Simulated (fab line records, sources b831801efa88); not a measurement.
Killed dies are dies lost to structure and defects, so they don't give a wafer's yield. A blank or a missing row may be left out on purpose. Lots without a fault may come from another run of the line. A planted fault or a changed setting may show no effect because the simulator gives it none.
Chamber matching | flow sfq_line | SFQ_TRILAYER_I0_VIA_BARC_OPEN_VIA_ETCH_046 on rie_diel-01: 4 sister chambers
The step etches BARC in O2, target depth 125 nm, time 41.7 s. 8 wafers are shown with their chamber, then 6 later ones without.

WAFERS WITH THEIR CHAMBER
wafer  | chamber | drypump_motor_current_A (A) | oes_product_au (a.u.)
L254.2 | 0       | 5.8                         | 0.690
L254.4 | 2       | 6.0                         | 0.687
L255.5 | 1       | 5.9                         | 0.683
L255.6 | 0       | 5.8                         | 0.686
L256.6 | 2       | 6.0                         | 0.690
L269.1 | 3       | 5.2                         | 0.683
L269.3 | 1       | 5.8                         | 0.680
L269.4 | 3       | 5.2                         | 0.686

WAFERS WITHOUT THEIR CHAMBER
wafer  | drypump_motor_current_A (A) | oes_product_au (a.u.)
L272.2 | 5.8                         | 0.681
L272.3 | 5.8                         | 0.684
L272.4 | 6.0                         | 0.686
L274.1 | 6.0                         | 0.689
L274.3 | 5.8                         | 0.679
L274.6 | 5.2                         | 0.683

WHICH CHAMBER EACH WENT THROUGH
wafer  | from the rows above     | in truth
L272.2 | can't be placed: 1 or 0 | 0
L272.3 | can't be placed: 0 or 1 | 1
L272.4 | 2                       | 2
L274.1 | 2                       | 2
L274.3 | 1                       | 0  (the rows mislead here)
L274.6 | 3                       | 3
Placed correctly: 3 of 6. Can't be placed from these rows: 2 (the true chamber is among the candidates in 2). Placed wrongly: 1.
How it was worked out, from the rows above alone: a wafer's distance from a chamber is the root of the sum, over the readings, of the square of ((its reading less the chamber's mean) divided by the reading's scatter). The wafer belongs to the nearest chamber; if the next one is less than 2 further off, it can't be placed. A chamber's mean is the mean of its shown wafers. The scatter: the root of (the sum of the squares of (reading less its chamber's mean) over the shown wafers, divided by (wafers less chambers)).
